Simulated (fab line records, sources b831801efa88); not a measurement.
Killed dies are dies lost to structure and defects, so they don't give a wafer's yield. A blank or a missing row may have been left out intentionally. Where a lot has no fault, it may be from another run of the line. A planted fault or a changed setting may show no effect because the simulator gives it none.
Comparing a struck lot with a sound one	flow gf180mcu	15 steps out of a route of 602
Sound: wafers L818.4, L818.5, L818.6. Struck: wafers L814.1, L814.4, L814.5. The cause is named last.
At each step with rows: each side's tool, then ch and its chambers, then its first start. Under that, the readings that differ: sound wafers	struck wafers	difference of the means	sigmas: that difference in standard deviations of wafers without a fault.
alike: same words and numbers on both sides, and readings whose means sit less than 2 such deviations apart. not compared: any withheld reading, any reading some wafer has no value for, any bound like >300 that may hide the same value, and any number with overlapping values for which the record gives no deviation.
A row with sigmas, a row that says differs or no value, or rows on one side alone: a step with any of these is where the two part. When numbers do not overlap yet have no deviation, they are printed without sigmas and do not part them. A reading that every wafer of one side lacks parts them only if that side has two wafers or more.

GF_M2_SPUTTER_04: material TiN, target thk 50 nm, time 41.7 s.
  sound on pvd_sputter-04, day 24 20:46; struck on pvd_sputter-04, day 23 12:00
  alike: throttle_valve_pct
GF_M2_RS_MEAS_05: measurement is done with a four-point probe.
  sound on film_metro-04, day 24 20:52; struck on film_metro-04, day 23 12:02
  alike: M2_ALCU_RS
GF_M2_THK_MEAS_06: measures by xrf.
  sound on film_metro-04, day 24 20:57; struck on film_metro-04, day 23 12:10
  alike: M2_ALCU_THK
then, 7 steps without rows for these wafers: GF_M2_DEHYDRATE_07 (time 60 s); GF_M2_HMDS_08 (prime time 60 s); GF_M2_COAT_09 (resist thk 1000 nm); GF_M2_SOFTBAKE_10 (time 60 s); GF_M2_EXPOSE_11 (exposes mask Metal2, target cd 280 nm); GF_M2_PEB_12 (peb time 90 s); GF_M2_DEVELOP_13 (develop time 60 s).
GF_M2_CD_MEAS_14 targets a cd of 280 nm.
  sound on cd_sem-01, day 25 17:50; struck on cd_sem-01, day 24 11:03
  alike: cd_nm
GF_M2_OVL_MEAS_15:
  sound on overlay-02, day 25 17:55; struck on overlay-01, day 24 11:10
  alike: M2_OVL
GF_M2_METAL_ETCH_16: etches the open film in Cl2/BCl3, stops on SiO2, target depth 627.5 nm, time 104.6 s.
  sound on rie_metal-01 ch 0,1, day 25 17:58; struck on rie_metal-03 ch 0,1, day 24 11:12
  no value came back on the struck wafers for any of 6 readings (bcl3_flow_sccm (sccm), bias_w (W) and others); on the sound wafers bcl3_flow_sccm (sccm) reads 40.01 39.89 39.91
reading	sound	struck	difference	sigmas
model.KrF_of_M2_COAT_09.thk_nm (nm)	737.2 740 736.6	985.2 983.2 984.7	+246.4	
  not compared: rf_hours_counter_h
GF_M2_STRIP_17: strips in O2/N2.
  sound on plasma_asher-03 ch 0,1, day 25 18:04; struck on plasma_asher-02 ch 1, day 24 11:19
reading	sound	struck	difference	sigmas
drypump_motor_current_A (A)	5.7 5.2 5.7	6.5 6.5 6.5	+1.0	+2
n2_flow_sccm (sccm)	300.6 299.7 301.2	298.8 298.7 297.9	-2.0	-2
oes_product_au (a.u.)	0.563 0.555 0.565	0.661 0.662 0.655	+0.098	+19
strip_time_to_endpoint_s (s)	7.90 7.91 7.89	10.20 10.18 10.20	+2.29	+72
  alike: chamber_pressure_mTorr, heater_power_w
  not compared: rf_hours_counter_h
then, 1 step without rows for these wafers: GF_M2_STRIP_18 (strips in post etch residue remover, time 1200 s).

WHERE THEY PART
At GF_M2_METAL_ETCH_16 first; at GF_M2_STRIP_17 last (within this record only).

WHY: the cause the simulator had injected
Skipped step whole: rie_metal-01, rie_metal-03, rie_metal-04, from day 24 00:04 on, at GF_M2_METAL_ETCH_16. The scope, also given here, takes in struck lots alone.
